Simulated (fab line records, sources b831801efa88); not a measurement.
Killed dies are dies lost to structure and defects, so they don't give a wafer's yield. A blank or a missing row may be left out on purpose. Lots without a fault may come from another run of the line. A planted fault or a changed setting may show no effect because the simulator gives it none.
fab line records | flow sky130 | part 2 of 2: steps 28 to 36 of 36
record lots=5 wafers=15 last_day=49
route steps=708 shown METAL4@632 VIA4@639 METAL5@661
lots that met no fault: from a run of the same line without faults
start_h: hours from the record's first day to the start of the lot's first wafer shown | wait_h: hours since the lot's step before | " the same as in the row above | L1.1+2: a row that stands for several wafers | - no value, or no start given | * or withheld: withheld | < > ~ a bound
route shown NAME@n: a module of which the file shows steps, and the number in the route of the first | usual: mean/standard deviation of fault-free wafers | same: alike in all rows | chamber/n: place in a boat | sites: the reading at each site | _std_site: their standard deviation | _edge_site: outer sites' mean less inner sites' | radius_mm: how far each site lies from the wafer's centre | mask NAME#n: copy n | behind: the tool/chamber that last shaped the wafer | hold: why the lot was held/for how many hours/how that ended | device: the transistor (n, p or np) that didn't switch | end of line: the same wafers' tests at the end of the route | a step without rows: its recipe alone | killed: dies lost to structure and defects at the first sort, not the wafer's yield | map: a wafer's dies, x killed, . not, _ none there
set.NAME: the setting as run; set.NAME@STEP: as run at that earlier step | model.NAME: the simulator's own value behind a step, which no gauge read
lots at some steps of the route; a table a step, a row a wafer
services: from which hour (start_h, from the record's first day; less than 0 if before it) a tool's chamber was out of use, for how many hours, and why
## steps
# step SKY_VIA4_THK_MEAS_20
# recipe thk_meas_gauge=xrf reads=W_of_VIA4_CVD_18
# usual VIA4_W_THK=512/7.6
# columns lot.wafer tool chamber start_h wait_h VIA4_W_THK[nm]
L076.2 film_metro-02 - 1009.31 0.1 498
L076.4 " - " " 498
L076.6 " - " " 494
L080.1 film_metro-04 - 1044.92 0.1 515
L080.3 " - " " 518
L080.5 " - " " 514
L086.1 film_metro-02 - 1083.12 0.1 504
L086.5 " - " " 495
L086.6 " - " " 502
L090.2 film_metro-02 - 1115.36 0.1 521
L090.3 " - " " 513
L090.6 " - " " 516
L091.1 film_metro-02 - 1116.95 0.1 515
L091.4 " - " " 517
L091.6 " - " " 513
# step SKY_VIA4_CMP_21
# recipe stop_on=SiO2 t_overpolish_s=25 down_force_psi=3.5 platen_rpm=60 target_thk_nm=0 pad_velocity_m_s=0.94248
# usual head_pressure_psi=3.501/0.0079 motor_current_A=10.9/1.4 overpolish_run_s=25.000/0.0094 time_to_endpoint_s=126/4.1
# columns lot.wafer tool chamber start_h wait_h head_pressure_psi motor_current_A overpolish_run_s time_to_endpoint_s
L076.2 cmp-02 1 1009.36 0.0 3.510 10.3 24.993 123
L076.4 " 3 " " 3.491 10.8 25.018 120
L076.6 " 2 " " 3.491 9.6 25.004 125
L080.3 cmp-02 0 1045.12 0.2 3.503 11.6 25.014 126
L080.1 " 1 " " 3.506 10.9 24.985 121
L080.5 " 0 " " 3.498 12.0 24.982 125
L086.1 cmp-01 0 1083.23 0.1 3.512 14.0 24.993 135
L086.5 " 3 " " 3.513 9.8 24.987 132
L086.6 " 0 " " 3.502 13.8 24.994 131
L090.3 cmp-02 1 1115.46 0.1 3.498 10.5 25.011 125
L090.2 " 2 " " 3.496 9.3 25.009 132
L090.6 " 0 " " 3.491 12.4 25.012 132
L091.1 cmp-01 2 1117.06 0.1 3.494 11.2 24.995 126
L091.4 " 0 " " 3.480 14.5 25.005 129
L091.6 " 2 " " 3.491 12.1 25.005 124
# step SKY_METAL5_SPUTTER_00
# recipe material=Ti target_thk_nm=15 power_w=3000 time_s=10 chamber_pressure_pa=0.4
# usual throttle_valve_pct=30.2/0.86
# same time_s=10
# columns lot.wafer tool chamber start_h wait_h throttle_valve_pct
L076.2 pvd_sputter-03 - 1009.66 0.2 29.2
L076.4 " - " " 30.4
L076.6 " - " " 30.7
L080.1 pvd_sputter-02 - 1045.37 0.1 30.5
L080.3 " - " " 29.9
L080.5 " - " " 29.7
L086.1 pvd_sputter-01 - 1083.48 0.2 29.3
L086.5 " - " " 29.6
L086.6 " - " " 30.0
L090.2 pvd_sputter-01 - 1115.71 0.1 31.7
L090.3 " - " " 29.5
L090.6 " - " " 29.6
L091.1 pvd_sputter-03 - 1117.31 0.2 29.4
L091.4 " - " " 32.2
L091.6 " - " " 29.6
# step SKY_METAL5_SPUTTER_01
# recipe material=TiN target_thk_nm=20 power_w=6500 time_s=16.7 chamber_pressure_pa=0.4
# usual throttle_valve_pct=30.2/0.87
# same time_s=16.7
# columns lot.wafer tool chamber start_h wait_h throttle_valve_pct
L076.2 pvd_sputter-03 - 1009.68 0.0 29.5
L076.4 " - " " 30.6
L076.6 " - " " 30.7
L080.1 pvd_sputter-02 - 1045.39 0.0 30.6
L080.3 " - " " 29.8
L080.5 " - " " 29.7
L086.1 pvd_sputter-01 - 1083.50 0.0 29.3
L086.5 " - " " 29.3
L086.6 " - " " 29.6
L090.2 pvd_sputter-01 - 1115.73 0.0 31.5
L090.3 " - " " 29.8
L090.6 " - " " 29.7
L091.1 pvd_sputter-03 - 1117.34 0.0 29.3
L091.4 " - " " 31.9
L091.6 " - " " 29.4
# step SKY_METAL5_SPUTTER_02
# recipe material=AlCu target_thk_nm=1150 power_w=10600 time_s=61.2 chamber_pressure_pa=0.4
# usual throttle_valve_pct=30.2/0.85
# same time_s=61.2
# columns lot.wafer tool chamber start_h wait_h throttle_valve_pct
L076.2 pvd_sputter-03 - 1009.70 0.0 29.4
L076.4 " - " " 30.5
L076.6 " - " " 30.5
L080.1 pvd_sputter-02 - 1045.42 0.0 30.3
L080.3 " - " " 30.0
L080.5 " - " " 29.8
L086.1 pvd_sputter-01 - 1083.53 0.0 29.3
L086.5 " - " " 29.7
L086.6 " - " " 29.4
L090.2 pvd_sputter-01 - 1115.75 0.0 31.5
L090.3 " - " " 29.0
L090.6 " - " " 29.5
L091.1 pvd_sputter-03 - 1117.36 0.0 29.2
L091.4 " - " " 32.0
L091.6 " - " " 29.5
# step SKY_METAL5_SPUTTER_03
# recipe material=Ti target_thk_nm=5 power_w=3000 time_s=3.393 chamber_pressure_pa=0.4
# usual throttle_valve_pct=30.2/0.84
# same time_s=3.393
# columns lot.wafer tool chamber start_h wait_h throttle_valve_pct
L076.2 pvd_sputter-03 - 1009.76 0.0 29.7
L076.4 " - " " 30.4
L076.6 " - " " 30.6
L080.1 pvd_sputter-02 - 1045.47 0.0 30.5
L080.3 " - " " 29.8
L080.5 " - " " 29.8
L086.1 pvd_sputter-01 - 1083.58 0.0 29.4
L086.5 " - " " 29.2
L086.6 " - " " 29.8
L090.2 pvd_sputter-01 - 1115.81 0.0 31.2
L090.3 " - " " 29.4
L090.6 " - " " 29.5
L091.1 pvd_sputter-03 - 1117.41 0.0 29.3
L091.4 " - " " 31.8
L091.6 " - " " 29.3
# step SKY_METAL5_SPUTTER_04
# recipe material=TiN target_thk_nm=70 power_w=6500 time_s=58.3 chamber_pressure_pa=0.4
# usual throttle_valve_pct=30.2/0.85
# same time_s=58.3
# columns lot.wafer tool chamber start_h wait_h throttle_valve_pct
L076.2 pvd_sputter-03 - 1009.77 0.0 29.5
L076.4 " - " " 30.6
L076.6 " - " " 30.8
L080.1 pvd_sputter-02 - 1045.48 0.0 30.4
L080.3 " - " " 30.0
L080.5 " - " " 30.1
L086.1 pvd_sputter-01 - 1083.60 0.0 29.4
L086.5 " - " " 29.4
L086.6 " - " " 29.7
L090.2 pvd_sputter-01 - 1115.82 0.0 31.5
L090.3 " - " " 29.6
L090.6 " - " " 29.5
L091.1 pvd_sputter-03 - 1117.43 0.0 29.4
L091.4 " - " " 31.8
L091.6 " - " " 29.4
# step SKY_METAL5_RS_MEAS_05
# recipe thk_meas_gauge=four-point-probe reads=TiN_of_METAL5_SPUTTER_04+Ti_of_METAL5_SPUTTER_03+AlCu_of_METAL5_SPUTTER_02+TiN_of_METAL5_SPUTTER_01+Ti_of_METAL5_SPUTTER_00
# usual METAL5_ALCU_RS=0.0272/0.00032
# columns lot.wafer tool chamber start_h wait_h METAL5_ALCU_RS[ohm/sq]
L076.2 film_metro-01 - 1009.84 0.0 0.0274
L076.4 " - " " 0.0271
L076.6 " - " " 0.0271
L080.1 film_metro-03 - 1045.53 0.0 0.0264
L080.3 " - " " 0.0266
L080.5 " - " " 0.0265
L086.1 film_metro-03 - 1083.65 0.0 0.0275
L086.5 " - " " 0.0272
L086.6 " - " " 0.0272
L090.2 film_metro-03 - 1115.89 0.0 0.0276
L090.3 " - " " 0.0274
L090.6 " - " " 0.0274
L091.1 film_metro-03 - 1117.48 0.0 0.0273
L091.4 " - " " 0.0277
L091.6 " - " " 0.0274
# step SKY_METAL5_THK_MEAS_06
# recipe thk_meas_gauge=xrf reads=AlCu_of_METAL5_SPUTTER_02
# usual METAL5_ALCU_THK=1152/13
# columns lot.wafer tool chamber start_h wait_h METAL5_ALCU_THK[nm]
L076.2 film_metro-01 - 1009.95 0.1 1143
L076.4 " - " " 1148
L076.6 " - " " 1158
L080.1 film_metro-03 - 1045.65 0.1 1183
L080.3 " - " " 1170
L080.5 " - " " 1178
L086.1 film_metro-03 - 1083.77 0.1 1140
L086.5 " - " " 1158
L086.6 " - " " 1150
L090.2 film_metro-03 - 1116.00 0.1 1136
L090.3 " - " " 1156
L090.6 " - " " 1154
L091.1 film_metro-03 - 1117.60 0.1 1150
L091.4 " - " " 1130
L091.6 " - " " 1151
## services
# columns tool chamber start_h hours kind
rie_diel-04 0 962.54 6.4 repair
pvd_sputter-03 - 975.62 0.7 repair
plasma_asher-01 - 982.43 0.4 repair
rie_metal-04 - 988.89 2.8 pm
rie_diel-02 3 989.40 2.9 repair
rie_metal-01 - 989.50 1.4 pm
plasma_asher-01 - 999.09 3.7 repair
wet_bench-03 - 999.84 4.4 pm
rie_diel-02 2 1002.67 7.6 repair
plasma_asher-01 - 1018.19 0.9 repair
wet_bench-02 - 1044.63 0.7 repair
rie_diel-04 - 1049.38 1.0 repair
rie_diel-04 0 1054.29 12.6 repair
rie_diel-04 1 1056.12 11.0 repair
cmp-02 - 1060.88 2.2 repair
pvd_sputter-02 - 1068.27 6.0 repair
iline_stepper-02 - 1074.58 12.1 repair
cvd_w-01 0 1076.35 1.6 repair
cmp-02 - 1078.59 0.6 repair
wet_bench-02 - 1082.70 4.4 pm
cmp-02 - 1083.05 1.5 repair
rie_diel-04 0 1089.42 28.3 repair
iline_stepper-02 - 1091.42 1.6 repair
cmp-02 - 1103.05 0.4 repair
